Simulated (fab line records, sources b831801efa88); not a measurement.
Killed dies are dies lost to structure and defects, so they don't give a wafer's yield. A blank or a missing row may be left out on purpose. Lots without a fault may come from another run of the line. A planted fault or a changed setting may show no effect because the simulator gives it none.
Tool commonality check | flow gf180mcu | 12 lots, 36 wafers sampled

WHY IT WAS OPENED
At GF_SALICIDE_RS_MEAS_04 the reading SALICIDE_TIN_RS is flagged on 2 of 12 lots. Wafers without a fault read 16.3 ohm/sq, standard deviation 0.33.
Rule: a lot is flagged when every wafer of it that has a number lies more than 4 standard deviations from that mean, or none has a number. The other lots count as sound.

lot  | measured     | on            | SALICIDE_TIN_RS (ohm/sq), wafer by wafer | flag
L738 | day 15 17:39 | film_metro-03 | 16.6 16.0 16.1                           |
L740 | day 16 09:25 | film_metro-03 | 16.2 16.4 16.2                           |
L743 | day 17 09:13 | film_metro-03 | 16.2 16.3 16.7                           |
L745 | day 18 03:07 | film_metro-04 | 16.1 15.9 16.5                           |
L747 | day 18 17:51 | film_metro-02 | 12.4 12.0 12.2                           | FLAGGED
L748 | day 18 23:28 | film_metro-04 | 15.8 16.2 16.5                           |
L749 | day 19 15:39 | film_metro-04 | 12.5 12.2 12.3                           | FLAGGED
L753 | day 20 18:31 | film_metro-03 | 16.5 16.6 16.1                           |
L756 | day 21 21:39 | film_metro-02 | 16.6 16.7 16.1                           |
L757 | day 22 03:57 | film_metro-03 | 16.7 16.5 16.4                           |
L758 | day 22 15:15 | film_metro-02 | 16.1 16.1 16.2                           |
L760 | day 23 06:46 | film_metro-02 | 16.8 16.9 17.1                           |
The numbers of the flagged lots are 12.3 ohm/sq on average: -4.0 ohm/sq against the usual, or -12 standard deviations.

WHICH TOOL RAN EACH LOT
The record holds 1 process step before the reading, out of a route of 602 steps. In each cell: the tool, then ch and the chambers that the sampled wafers went through, then the start.
lot  | flag    | GF_SALICIDE_SPUTTER_03
L738 |         | pvd_sputter-02, day 15 17:37
L740 |         | pvd_sputter-02, day 16 09:22
L743 |         | pvd_sputter-02, day 17 09:11
L745 |         | pvd_sputter-02, day 18 03:05
L747 | FLAGGED | pvd_sputter-02, day 18 17:50
L748 |         | pvd_sputter-01, day 18 23:26
L749 | FLAGGED | pvd_sputter-02, day 19 15:37
L753 |         | pvd_sputter-01, day 20 18:28
L756 |         | pvd_sputter-03, day 21 21:38
L757 |         | pvd_sputter-03, day 22 03:56
L758 |         | pvd_sputter-02, day 22 15:13
L760 |         | pvd_sputter-03, day 23 06:43
What these steps do:
- GF_SALICIDE_SPUTTER_03: material TiN, target thk 20 nm, time 16.7 s.
- GF_SALICIDE_RS_MEAS_04: measures by four-point-probe.

FLAGGED OVER TOTAL, TOOL BY TOOL (the gauges that took the reading come last)
step                   | tool           | lots run | flagged | share of the flagged lots | sound lots run after its first flagged lot
GF_SALICIDE_SPUTTER_03 | pvd_sputter-01 | 2        | 0       | none                      | -
GF_SALICIDE_SPUTTER_03 | pvd_sputter-02 | 7        | 2       | all                       | 1 (L758)
GF_SALICIDE_SPUTTER_03 | pvd_sputter-03 | 3        | 0       | none                      | -
GF_SALICIDE_RS_MEAS_04 | film_metro-02  | 4        | 1       | some                      | 3 (L756,L758,L760)
GF_SALICIDE_RS_MEAS_04 | film_metro-03  | 5        | 0       | none                      | -
GF_SALICIDE_RS_MEAS_04 | film_metro-04  | 3        | 1       | some                      | 0

WHAT THE TABLE ALLOWS
1 row of the table ran every flagged lot: pvd_sputter-02 at GF_SALICIDE_SPUTTER_03.
- pvd_sputter-02 at GF_SALICIDE_SPUTTER_03: 2 of its 7 lots flagged. Sound lots ran on it after the first flagged one (L758), which a lasting fault on the whole tool wouldn't allow.
No row of the table ran every flagged lot and no sound lot after the first.

WHAT THE SIMULATOR HAD PUT IN
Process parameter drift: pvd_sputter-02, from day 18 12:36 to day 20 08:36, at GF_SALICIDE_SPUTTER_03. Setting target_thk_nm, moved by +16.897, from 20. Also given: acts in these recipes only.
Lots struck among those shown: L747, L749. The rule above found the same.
